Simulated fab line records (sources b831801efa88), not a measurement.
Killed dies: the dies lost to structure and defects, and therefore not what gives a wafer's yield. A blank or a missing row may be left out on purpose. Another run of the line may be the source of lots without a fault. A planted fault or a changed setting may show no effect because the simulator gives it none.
Matching of chambers | flow sky130 | SKY_CONTACT_CMP_04 on cmp-02: 4 sister chambers
The step polishes SiO2. 14 wafers are shown with their chamber, then 7 later ones without.

== WAFERS, EACH WITH ITS CHAMBER ==
wafer  | chamber | motor current A (A) | time to endpoint s (s) | head pressure psi (psi)
L860.1 | 2       | 9.4                 | 83                     | 4.013
L860.3 | 1       | 11.9                | 86                     | 4.018
L860.5 | 1       | 11.8                | 82                     | 4.003
L862.1 | 3       | 11.1                | 82                     | 4.008
L862.3 | 0       | 9.9                 | 83                     | 4.006
L862.4 | 2       | 10.2                | 87                     | 4.002
L863.1 | 0       | 11.5                | 86                     | 3.995
L863.2 | 2       | 9.5                 | 86                     | 4.002
L863.3 | 3       | 10.5                | 84                     | 3.996
L864.2 | 0       | 10.0                | 85                     | 4.016
L864.3 | 2       | 9.7                 | 90                     | 4.002
L864.4 | 3       | 11.0                | 86                     | 4.005
L866.1 | 2       | 9.9                 | 88                     | 4.013
L866.3 | 3       | 11.1                | 80                     | 3.994

SIGNATURES (means of the wafers above)
reading            | chamber 0 | chamber 1 | chamber 2 | chamber 3 | scatter within a chamber
motor current A    | 10.467    | 11.850    | 9.740     | 10.925    | 0.477
time to endpoint s | 84.67     | 84.00     | 86.80     | 83.00     | 2.44
head pressure psi  | 4.00567   | 4.01050   | 4.00640   | 4.00075   | 0.00786
Rule: a wafer lies at a distance from a chamber equal to the root of the sum of squares, over the readings, of (its reading less the chamber's mean, divided by the reading's scatter). The wafer belongs to the nearest chamber; if the next one is less than 2 further off, it can't be placed. How the scatter is found: for the shown wafers, subtract from each reading the mean of its chamber, square and add these, divide the total by (wafers less chambers), then take the root.

== WAFERS WITH NO CHAMBER GIVEN ==
wafer  | motor current A (A) | time to endpoint s (s) | head pressure psi (psi)
L866.5 | 10.3                | 87                     | 4.003
L867.3 | 10.2                | 81                     | 4.003
L867.4 | 10.9                | 81                     | 4.006
L867.6 | 10.3                | 85                     | 4.001
L869.4 | 10.1                | 86                     | 4.006
L869.5 | 10.8                | 85                     | 4.003
L869.6 | 10.2                | 80                     | 4.005

== WHICH CHAMBER EACH WENT THROUGH ==
wafer  | from the rows above               | in truth
L866.5 | can't be placed: 0 or 2 or 3      | 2
L867.3 | can't be placed: 0 or 3 or 2      | 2
L867.4 | can't be placed: 3 or 0 or 1      | 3
L867.6 | can't be placed: 0 or 3 or 2      | 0
L869.4 | can't be placed: 2 or 0 or 3      | 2
L869.5 | can't be placed: 0 or 3 or 2 or 1 | 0
L869.6 | can't be placed: 0 or 3 or 2 or 1 | 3
Correctly placed: 0 of 7. From these rows, 7 cannot be placed; in 7 the true chamber is one of the candidates. 0 placed wrongly.
